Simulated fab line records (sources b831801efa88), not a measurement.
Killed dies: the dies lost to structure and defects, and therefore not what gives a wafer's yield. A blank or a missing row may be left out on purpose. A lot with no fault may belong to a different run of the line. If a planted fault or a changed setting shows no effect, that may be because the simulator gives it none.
Struck lot and sound lot, side by side ; flow sfqLine ; 29 out of 325 route steps
Sound: wafers L593.2, L593.4, L593.5. Wafers L583.2, L583.3, L583.4 were the ones struck. The cause comes at the end.
Each step with rows lists, per side, the tool, then ch with its chambers, then its first start. Under that, the readings that differ: sound wafers ; struck wafers ; difference of the means ; sigmas: that difference in standard deviations of wafers without a fault.
alike: readings with means less than 2 such deviations apart, plus words and numbers identical on both sides. not compared: withheld readings, readings lacking a value on some wafer, bounds such as >300 that could conceal the same value, and numbers that have no deviation in the record and whose values overlap.
The two part at a step that has a row with sigmas, a row that says differs or no value, or rows on one side only. Numbers that have no deviation but don't overlap get no sigmas and don't part them. A reading that every wafer of one side lacks parts them only if that side has two wafers or more.

first, 2 steps without rows for these wafers: SFQ_TRILAYER_I0_VIA_STRIP_SOLV_CLEAN_036 (cleans in NMP, time 600 s); SFQ_TRILAYER_M1_DEP_PRE_CLEAN_038 (time 22.5 s).
SFQ_TRILAYER_M1_DEP_SPUTTER_037: material Nb, target thk 200 nm, time 133.3 s.
  struck on pvdSputter-04, day 13 14:05; sound on pvdSputter-06, day 16 06:58
  alike: cathodeDcPowerW, throttleValvePct
SFQ_M1_RS_MEAS_909: the measuring method here is four-point-probe.
  struck on filmMetro-04, day 13 14:11; sound on filmMetro-02, day 16 07:04
reading;sound;struck;difference;sigmas
M1_NB_RS (ohm/sq);0.910 0.910 0.902;0.874 0.870 0.877;-0.034;-4
then, 6 steps without rows for these wafers: SFQ_TRILAYER_M1_LITHO_COAT_044 (resist thk 62 nm); SFQ_TRILAYER_M1_LITHO_COAT_039 (resist thk 600 nm); SFQ_TRILAYER_M1_LITHO_SOFTBAKE_043; SFQ_TRILAYER_M1_LITHO_EXPOSE_040 (exposes mask M1, target cd 500 nm); SFQ_TRILAYER_M1_LITHO_PEB_042 (peb time 60 s); SFQ_TRILAYER_M1_LITHO_DEVELOP_041 (time 60 s).
-- the record jumps here: 3 days lie between the struck wafers' starts before and after --
SFQ_M1_OVL_MEAS_911:
  struck on overlay-01, day 16 19:11; sound on overlay-02, day 20 04:25
  alike: M1_OVL
SFQ_TRILAYER_M1_BARC_OPEN_METAL_ETCH_054: etches BARC in O2, target depth 125 nm, time 41.7 s.
  sound on rieMetal-04 ch 0,1, day 20 04:26; struck on rieMetal-03 ch 0,1, day 16 19:13
  no value came back on the struck wafers for any of 5 readings (biasW (W), chamberPressureMTorr (mTorr) and others); on the sound wafers biasW (W) reads 80.33 80.19 79.92
reading;sound;struck;difference;sigmas
model.KrF_of_TRILAYER_M1_LITHO_COAT_039.thkNm (nm);521.9 522 522.9;573 571.9 572;+50;
  not compared: rfHoursCounterH
SFQ_TRILAYER_M1_ETCH_METAL_ETCH_042: etches Nb in Cl2/Ar, stops on SiO2, target depth 240 nm, time 120 s.
  sound on rieMetal-04 ch 0,1, day 20 04:30; struck on rieMetal-03 ch 0,1, day 16 19:16
reading;sound;struck;difference;sigmas
oesProductAu (a.u.);0.889 0.875 0.890;0.370 0.376 0.368;-0.513;-73
model.KrF_of_TRILAYER_M1_LITHO_COAT_039.thkNm (nm);378.9 379.6 382;433.4 433.1 432;+52.7;
  alike: biasW, chamberPressureMTorr, drypumpMotorCurrentA
  not compared: rfHoursCounterH
SFQ_TRILAYER_M1_STRIP_STRIP_043: strips in O2.
  sound on rieMetal-04 ch 0,1, day 20 04:38; struck on rieMetal-03 ch 0,1, day 16 19:23
  alike: drypumpMotorCurrentA, oesProductAu
  not compared: rfHoursCounterH
then, 2 steps without rows for these wafers: SFQ_TRILAYER_M1_STRIP_SOLV_CLEAN_044 (cleans in NMP, time 600 s); SFQ_TRILAYER_I1_DEP_PECVD_045 (deposits SiO2 from SiH4/N2O, time 111.11 s, target thk 500 nm).
SFQ_TRILAYER_I1_CMP_CMP_046: polishes SiO2.
  sound on cmp-02 ch 1,3, day 20 07:11; struck on cmp-01 ch 0,2,3, day 16 20:14
  alike: headPressurePsi, motorCurrentA, timeToEndpointS
SFQ_I1_BOW_MEAS_912:
  struck on filmMetro-03, day 16 23:16; sound on filmMetro-01, day 20 09:42
  alike: I1_BOW
then, 4 steps without rows for these wafers: SFQ_TRILAYER_I1_METRO_MEASURE_047; SFQ_TRILAYER_I1_VIA_LITHO_COAT_054 (resist thk 62 nm); SFQ_TRILAYER_I1_VIA_LITHO_COAT_049 (resist thk 650 nm); SFQ_TRILAYER_I1_VIA_LITHO_SOFTBAKE_053.
-- the record jumps here: 4 days lie between the struck wafers' starts before and after --
SFQ_TRILAYER_I1_VIA_LITHO_EXPOSE_050: exposes mask I1, target cd 500 nm.
  struck on krfScanner-02, day 20 22:19; sound on krfScanner-02 ch 0, day 24 17:38
  no value came back on the struck wafers for exposureDoseMJCm2, focusOffsetNm (nm), sigmaOuter; on the sound wafers exposureDoseMJCm2 reads 21.298 21.303 21.283
  alike: mask
then, 2 steps without rows for these wafers: SFQ_TRILAYER_I1_VIA_LITHO_PEB_052 (peb time 60 s); SFQ_TRILAYER_I1_VIA_LITHO_DEVELOP_051 (time 60 s).
SFQ_I1_OVL_MEAS_913:
  struck on overlay-01, day 20 23:37; sound on overlay-01, day 24 18:57
reading;sound;struck;difference;sigmas
I1_OVL (nm);-3 -4 2;- - -;no value on the struck wafers;
SFQ_TRILAYER_I1_VIA_BARC_OPEN_VIA_ETCH_071: etches BARC in O2, target depth 125 nm, time 41.7 s.
  sound on rieDiel-04 ch 0,1,2, day 24 18:59; struck on rieDiel-04 ch 0,1,2, day 20 23:38
  alike: biasW, chamberPressureMTorr, drypumpMotorCurrentA, oesProductAu
  not compared: rfHoursCounterH
SFQ_TRILAYER_I1_VIA_ETCH_VIA_ETCH_052: etches SiO2 in CHF3, stops on Nb, target depth 260 nm.
  sound on rieDiel-04 ch 0,1,2, day 24 19:01; struck on rieDiel-04 ch 0,1,2, day 20 23:41
reading;sound;struck;difference;sigmas
oesProductAu (a.u.);0.856 0.854 0.844;0.376 0.380 0.379;-0.473;-99 or more
  alike: biasW, chamberPressureMTorr, drypumpMotorCurrentA
SFQ_TRILAYER_I1_VIA_STRIP_STRIP_053: strips in O2.
  sound on rieMetal-01 ch 0,1, day 24 19:08; struck on rieMetal-02 ch 0,1, day 20 23:48
  alike: drypumpMotorCurrentA, oesProductAu
  not compared: rfHoursCounterH

WHERE THEY PART
Earliest at SFQ_M1_RS_MEAS_909; latest, in this record, at SFQ_TRILAYER_I1_VIA_ETCH_VIA_ETCH_052. Later steps at which nothing parts them and some readings are alike: SFQ_TRILAYER_I1_VIA_STRIP_STRIP_053.

WHY: the cause the simulator had injected
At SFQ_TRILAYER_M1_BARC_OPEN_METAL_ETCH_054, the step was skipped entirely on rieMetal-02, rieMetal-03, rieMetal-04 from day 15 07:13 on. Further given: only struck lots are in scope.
